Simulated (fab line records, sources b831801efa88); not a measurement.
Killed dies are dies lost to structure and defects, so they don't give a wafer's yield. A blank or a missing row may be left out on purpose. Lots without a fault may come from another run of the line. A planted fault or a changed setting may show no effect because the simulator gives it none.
fab line records | flow sky130
record lots=12 wafers=36 last_day=50
route steps=708 shown METAL1@436 VIA1@482 METAL3@535 CAPM@549 PAD_OPEN@708
lots that met no fault: from a run of the same line without faults
start_h: hours from the record's first day to the start of the lot's first wafer shown | wait_h: hours since the lot's step before | " the same as in the row above | L1.1+2: a row that stands for several wafers | - no value, or no start given | * or withheld: withheld | < > ~ a bound
route shown NAME@n: a module of which the file shows steps, and the number in the route of the first | usual: mean/standard deviation of fault-free wafers | same: alike in all rows | chamber/n: place in a boat | sites: the reading at each site | _std_site: their standard deviation | _edge_site: outer sites' mean less inner sites' | radius_mm: how far each site lies from the wafer's centre | mask NAME#n: copy n | behind: the tool/chamber that last shaped the wafer | hold: why the lot was held/for how many hours/how that ended | device: the transistor (n, p or np) that didn't switch | end of line: the same wafers' tests at the end of the route | a step without rows: its recipe alone | killed: dies lost to structure and defects at the first sort, not the wafer's yield | map: a wafer's dies, x killed, . not, _ none there
set.NAME: the setting as run; set.NAME@STEP: as run at that earlier step | model.NAME: the simulator's own value behind a step, which no gauge read
steps of the route over a sample of lots; a table a step, a row a wafer
services: from which hour (start_h, from the record's first day; less than 0 if before it) a tool's chamber was out of use, for how many hours, and why
## steps
# step SKY_METAL1_SPUTTER_02
# recipe material=AlCu target_thk_nm=250 power_w=10600 time_s=13.3 chamber_pressure_pa=0.4
# usual cathode_dc_power_W=10600/1.8 throttle_valve_pct=30.0/0.96
# same time_s=13.3
# columns lot.wafer tool chamber start_h wait_h cathode_dc_power_W throttle_valve_pct
L449.2 pvd_sputter-04 - 741.68 0.0 10602 30.3
L449.3 " - " " 10601 28.5
L449.5 " - " " 10600 29.5
L453.3 pvd_sputter-04 - 772.60 0.0 10600 31.6
L453.4 " - " " 10601 28.2
L453.6 " - " " 10600 30.2
L457.4 pvd_sputter-01 - 809.75 0.0 10602 29.6
L457.5 " - " " 10602 31.1
L457.6 " - " " 10599 29.7
L458.3 pvd_sputter-04 - 810.45 0.0 10599 30.5
L458.5 " - " " 10600 30.4
L458.6 " - " " 10602 28.6
L460.1 pvd_sputter-01 - 829.39 0.0 10602 29.5
L460.3 " - " " 10600 30.9
L460.6 " - " " 10601 31.3
L462.4 pvd_sputter-04 - 840.73 0.0 10599 31.9
L462.5 " - " " 10600 30.3
L462.6 " - " " 10598 28.5
L465.4 pvd_sputter-01 - 860.68 0.0 10597 29.2
L465.5 " - " " 10599 29.6
L465.6 " - " " 10597 29.4
L466.1 pvd_sputter-02 - 870.36 0.0 10603 28.9
L466.3 " - " " 10601 29.2
L466.6 " - " " 10600 29.5
L467.2 pvd_sputter-04 - 873.80 0.0 10596 29.4
L467.5 " - " " 10600 30.5
L467.6 " - " " 10598 28.5
L469.1 pvd_sputter-04 - 891.28 0.0 10602 30.6
L469.4 " - " " 10599 29.2
L469.6 " - " " 10600 29.5
L470.2 pvd_sputter-01 - 899.78 0.0 10601 29.5
L470.3 " - " " 10601 30.9
L470.6 " - " " 10599 30.7
L471.1 pvd_sputter-01 - 903.14 0.0 10602 31.2
L471.2 " - " " 10601 30.8
L471.3 " - " " 10601 29.6
# step SKY_VIA1_CMP_24
# recipe stop_on=SiO2 t_overpolish_s=15 down_force_psi=3.5 platen_rpm=60 target_thk_nm=0 pad_velocity_m_s=0.94248
# usual motor_current_A=10.8/0.91 overpolish_run_s=15.001/0.0093 slurry_filter_dp_kPa=13.51/0.13 time_to_endpoint_s=63.2/2.7
# columns lot.wafer tool chamber start_h wait_h motor_current_A overpolish_run_s slurry_filter_dp_kPa time_to_endpoint_s
L449.2 cmp-01 1 798.81 0.0 9.8 15.012 13.38 59.7
L449.3 " 0 " " 11.2 14.984 13.67 58.2
L449.5 " 1 " " 9.4 15.008 13.71 60.1
L453.3 cmp-01 2 828.60 0.0 11.5 15.011 13.45 65.4
L453.4 " 3 " " 11.5 15.007 13.74 64.0
L453.6 " 2 " " 11.8 15.002 13.27 64.3
L457.4 cmp-01 1 865.20 0.1 9.8 14.990 13.66 63.1
L457.5 " 3 " " 11.1 15.010 13.27 66.1
L457.6 " 0 " " 11.1 14.997 13.50 64.4
L458.3 cmp-01 1 866.45 0.1 9.2 15.018 13.55 62.7
L458.6 " 0 " " 11.0 15.003 13.55 62.5
L458.5 " 1 " " 9.0 14.998 13.71 62.0
L460.3 cmp-01 0 884.45 0.0 10.8 14.988 13.69 57.0
L460.1 " 1 " " 9.7 14.997 13.38 61.2
L460.6 " 0 " " 11.6 15.012 13.47 60.5
L462.4 cmp-01 0 895.74 0.1 11.0 15.007 13.63 64.4
L462.6 " 2 " " 11.7 15.014 13.61 61.6
L462.5 " 3 " " 11.5 14.994 13.59 63.7
L465.4 cmp-01 1 922.89 7.9 9.6 14.987 13.63 55.9
L465.5 " 1 " " 10.0 14.995 13.41 59.7
L465.6 " 2 " " 11.5 14.989 13.43 58.0
L466.1 cmp-01 0 928.59 5.0 11.0 15.013 13.49 66.4
L466.3 " 3 " " 11.6 15.016 13.43 66.8
L466.6 " 0 " " 11.7 14.998 13.38 66.7
L467.2 cmp-01 2 930.14 4.2 11.7 15.004 13.52 61.1
L467.5 " 1 " " 10.0 14.993 13.34 63.8
L467.6 " 2 " " 11.1 15.012 13.68 59.7
L469.1 cmp-01 2 948.26 0.1 11.4 14.999 13.45 62.8
L469.4 " 3 " " 11.3 14.994 13.63 66.1
L469.6 " 3 " " 11.1 15.014 13.56 64.6
L470.2 cmp-01 1 954.68 0.0 9.9 14.991 13.47 61.9
L470.3 " 3 " " 12.3 14.996 13.47 65.5
L470.6 " 2 " " 11.6 14.989 13.57 65.0
L471.2 cmp-01 3 957.29 0.0 11.9 15.006 13.51 70.6
L471.1 " 0 " " 11.0 15.015 13.56 69.0
L471.3 " 1 " " 9.4 15.002 13.37 67.5
# step SKY_METAL3_SPUTTER_03
# recipe material=Ti target_thk_nm=5 power_w=3000 time_s=3.3 chamber_pressure_pa=0.4
# usual cathode_dc_power_W=3000.0/0.49 throttle_valve_pct=29.9/0.88
# same time_s=3.3
# columns lot.wafer tool chamber start_h wait_h cathode_dc_power_W throttle_valve_pct
L449.2 pvd_sputter-04 - 855.28 0.0 2999.8 31.6
L449.3 " - " " 2999.3 28.4
L449.5 " - " " 2999.1 30.3
L453.3 pvd_sputter-01 - 884.02 0.0 2999.9 29.6
L453.4 " - " " 3000.0 29.8
L453.6 " - " " 2999.9 31.2
L457.4 pvd_sputter-04 - 926.59 0.0 3000.0 30.8
L457.5 " - " " 2999.6 30.5
L457.6 " - " " 3001.2 28.4
L458.3 pvd_sputter-04 - 927.49 0.0 3151.3 28.5
L458.5 " - " " 3151.5 28.6
L458.6 " - " " 3151.5 29.6
L460.1 pvd_sputter-04 - 940.64 0.0 3151.5 30.6
L460.3 " - " " 3151.6 28.3
L460.6 " - " " 3150.4 28.6
L462.4 pvd_sputter-04 - 952.83 0.0 3152.4 30.4
L462.5 " - " " 3152.6 29.3
L462.6 " - " " 3151.6 31.4
L465.4 pvd_sputter-02 - 971.68 0.0 2999.5 30.5
L465.5 " - " " 2999.3 29.2
L465.6 " - " " 3000.0 28.8
L466.1 pvd_sputter-02 - 979.36 0.0 3000.1 29.4
L466.3 " - " " 3000.1 29.8
L466.6 " - " " 2999.9 29.7
L467.2 pvd_sputter-01 - 981.78 0.0 3000.0 29.6
L467.5 " - " " 2999.4 29.3
L467.6 " - " " 3000.4 29.6
L469.1 pvd_sputter-02 - 999.77 0.0 2999.1 30.3
L469.4 " - " " 2999.9 29.2
L469.6 " - " " 2999.8 30.3
L470.2 pvd_sputter-01 - 1007.61 0.0 3000.3 29.4
L470.3 " - " " 2999.6 30.9
L470.6 " - " " 2999.8 29.4
L471.1 pvd_sputter-01 - 1008.26 0.0 2999.9 29.6
L471.2 " - " " 3000.5 29.4
L471.3 " - " " 2999.8 31.1
# step SKY_CAPM_OVL_MEAS_12
# usual CAPM_OVL=-0.2/1.3
# columns lot.wafer tool chamber start_h wait_h CAPM_OVL[nm]
L449.2 overlay-02 - 881.70 0.1 -1.6
L449.3 " - " " -2.2
L449.5 " - " " -0.8
L453.3 overlay-02 - 910.01 0.1 -2.2
L453.4 " - " " -1.8
L453.6 " - " " -2.1
L457.4 overlay-01 - 949.86 0.1 -0.3
L457.5 " - " " 1.1
L457.6 " - " " 1.5
L458.3 overlay-01 - 950.76 0.1 1.1
L458.5 " - " " 0.0
L458.6 " - " " -0.7
L460.1 overlay-01 - 964.90 0.1 -0.9
L460.3 " - " " 1.1
L460.6 " - " " 0.5
L462.4 overlay-02 - 976.71 0.1 1.5
L462.5 " - " " -1.1
L462.6 " - " " 0.4
L465.4 overlay-02 - 995.82 0.1 0.6
L465.5 " - " " 0.8
L465.6 " - " " 1.4
L466.1 overlay-01 - 1003.55 0.1 -0.2
L466.3 " - " " 0.8
L466.6 " - " " -1.3
L467.2 overlay-01 - 1005.95 0.1 0.9
L467.5 " - " " -1.1
L467.6 " - " " 0.0
L469.1 overlay-01 - 1022.85 0.1 1.2
L469.4 " - " " 0.2
L469.6 " - " " 2.5
L470.2 overlay-02 - 1029.15 0.1 -0.5
L470.3 " - " " 0.4
L470.6 " - " " 0.3
L471.1 overlay-01 - 1030.70 0.1 0.6
L471.2 " - " " -0.5
L471.3 " - " " 1.1
# step SKY_PAD_OPEN_PROBE_99
# usual defect_limited_yield=82.2/1.8 killed_at_M0_to_M3=44/7.1 killed_at_M4_up=3.1/1.9 killed_at_contacts=25/5.8 killed_at_front_end=16/4.5 killed_at_other=0.3/0.52 killed_dies=88/9.1 killed_open=48/6.8 killed_short=39/5.8 sort_bin_3_pad_short=0.9/0.4 sort_bin_5_function=10.6/1.4 sort_bin_6_memory=6.3/1.1 sort_n_pass=404/9.1 sort_yield_pct=82.2/1.8
# same gross_dies=492 killed_at_back_side=0 sort_bin_4_leakage[%]=0 sort_bin_8_speed[%]=0
# columns lot.wafer tool chamber start_h wait_h defect_limited_yield[%] killed_at_M0_to_M3 killed_at_M4_up killed_at_contacts killed_at_front_end killed_at_other killed_dies killed_open killed_short sort_bin_3_pad_short[%] sort_bin_5_function[%] sort_bin_6_memory[%] sort_n_pass sort_yield_pct[%]
L453.3 prober-02 - 1104.96 0.2 79.3 56 3 26 17 0 102 60 42 1.2 11.0 8.5 390 79.3
L453.4 prober-02 - 1105.01 0.2 82.1 43 2 24 19 0 88 46 40 0.6 10.2 7.1 404 82.1
L453.6 prober-02 - 1105.11 0.2 80.7 39 2 33 21 0 95 48 46 1.2 13.2 4.9 397 80.7
L457.4 prober-01 - 1137.17 0.2 82.3 51 3 22 11 0 87 45 41 0.4 10.0 7.3 405 82.3
L457.5 prober-01 - 1137.22 0.2 79.9 47 3 28 20 1 99 61 38 1.2 12.0 6.9 393 79.9
L457.6 prober-01 - 1137.27 0.2 79.3 61 2 24 14 1 102 54 48 1.4 13.8 5.5 390 79.3
L467.2 prober-02 - 1178.21 0.1 83.5 38 4 30 9 0 81 47 34 1.0 11.4 4.1 411 83.5
L467.5 prober-02 - 1178.36 0.2 86.0 34 4 16 15 0 69 36 33 0.8 6.5 6.7 423 86.0
L467.6 prober-02 - 1178.41 0.2 81.5 47 3 28 13 0 91 47 44 0.6 11.4 6.5 401 81.5
# killed by level:class
L453.3 VIA1:geometric_particle:open=22 VIA2:geometric_particle:open=10 LI_CONTACT:geometric_particle:open=6 CONTACT:geometric_particle:open=6 CONTACT:geometric_particle:short=6 VIA1:geometric_particle:short=5 FIELD_ISO:geometric_particle:short=4 POLY_GATE:geometric_particle:open=4
L453.4 CONTACT:geometric_particle:open=8 VIA1:geometric_particle:open=8 LI_CONTACT:geometric_particle:open=7 POLY_GATE:geometric_particle:open=6 METAL2:geometric_particle:short=6 VIA3:geometric_particle:open=5 LOCAL_INTERCONNECT:geometric_particle:short=5 VIA1:geometric_particle:short=5
L453.6 VIA1:geometric_particle:open=11 LI_CONTACT:geometric_particle:open=9 CONTACT:geometric_particle:short=9 CONTACT:geometric_particle:open=8 LI_CONTACT:geometric_particle:short=6 POLY_GATE:geometric_particle:open=5 VIA1:geometric_particle:short=5 VIA3:geometric_particle:open=5
L457.4 VIA1:geometric_particle:open=14 VIA1:geometric_particle:short=9 LI_CONTACT:geometric_particle:open=8 CONTACT:geometric_particle:open=7 FIELD_ISO:geometric_particle:short=5 VIA2:geometric_particle:open=5 METAL1:geometric_particle:short=4 METAL2:geometric_particle:short=4
L457.5 VIA1:geometric_particle:open=16 CONTACT:geometric_particle:open=10 LI_CONTACT:geometric_particle:open=9 VIA2:geometric_particle:open=8 VIA3:geometric_particle:open=5 METAL1:geometric_particle:short=5 POLY_GATE:geometric_particle:open=4 POLY_GATE:geometric_particle:short=4
L457.6 VIA1:geometric_particle:open=14 VIA3:geometric_particle:open=9 METAL1:geometric_particle:short=8 CONTACT:geometric_particle:short=7 VIA2:geometric_particle:open=7 LI_CONTACT:geometric_particle:open=6 VIA1:geometric_particle:short=6 VIA2:geometric_particle:short=6
L467.2 LI_CONTACT:geometric_particle:open=13 VIA1:geometric_particle:open=7 METAL2:geometric_particle:short=7 VIA2:geometric_particle:open=7 LI_CONTACT:geometric_particle:short=5 CONTACT:geometric_particle:open=5 METAL1:geometric_particle:short=5 LOCAL_INTERCONNECT:geometric_particle:short=4
L467.5 METAL1:geometric_particle:short=8 LI_CONTACT:geometric_particle:open=7 VIA2:geometric_particle:open=7 VIA1:geometric_particle:open=6 FIELD_ISO:geometric_particle:open=4 POLY_GATE:geometric_particle:short=4 LI_CONTACT:geometric_particle:short=4 VIA1:geometric_particle:short=4
L467.6 LI_CONTACT:geometric_particle:open=12 CONTACT:geometric_particle:open=8 VIA3:geometric_particle:open=8 VIA2:geometric_particle:open=7 VIA3:geometric_particle:short=5 METAL1:geometric_particle:short=5 VIA1:geometric_particle:short=5 METAL2:geometric_particle:short=5
## services
# columns tool chamber start_h hours kind
cmp-01 - 722.53 5.2 pm
cmp-01 - 785.94 0.7 repair
pvd_sputter-04 - 880.99 3.0 repair
cmp-01 - 889.07 2.8 repair
pvd_sputter-04 - 909.13 11.2 repair
cmp-01 - 917.69 4.0 pm
cmp-01 - 921.69 - consumable_replace:conditioner
cmp-01 - 921.69 - consumable_replace:pad
cmp-01 - 937.71 2.2 repair
pvd_sputter-04 - 968.50 10.7 repair
pvd_sputter-04 - 974.16 22.1 repair
cmp-01 - 1000.66 0.3 repair
## key
first_sign step=SKY_METAL3_SPUTTER_03 reading=cathode_dc_power_W direction=up sigmas=99+ usual=3000.0 struck=3151.6
effect none on later readings
met_at SKY_METAL3_SPUTTER_03
struck_lots L458,L460,L462
not_acting_at SKY_METAL1_SPUTTER_02,SKY_VIA1_CMP_24,SKY_CAPM_OVL_MEAS_12
onset_between 926.59 927.49
fault kind=process_parameter_drift tool=pvd_sputter-04 chamber=- onset_h=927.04 steps=SKY_METAL3_SPUTTER_03 channel=power_w offset=* shape=step end_h=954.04 acts_in=* stated=*
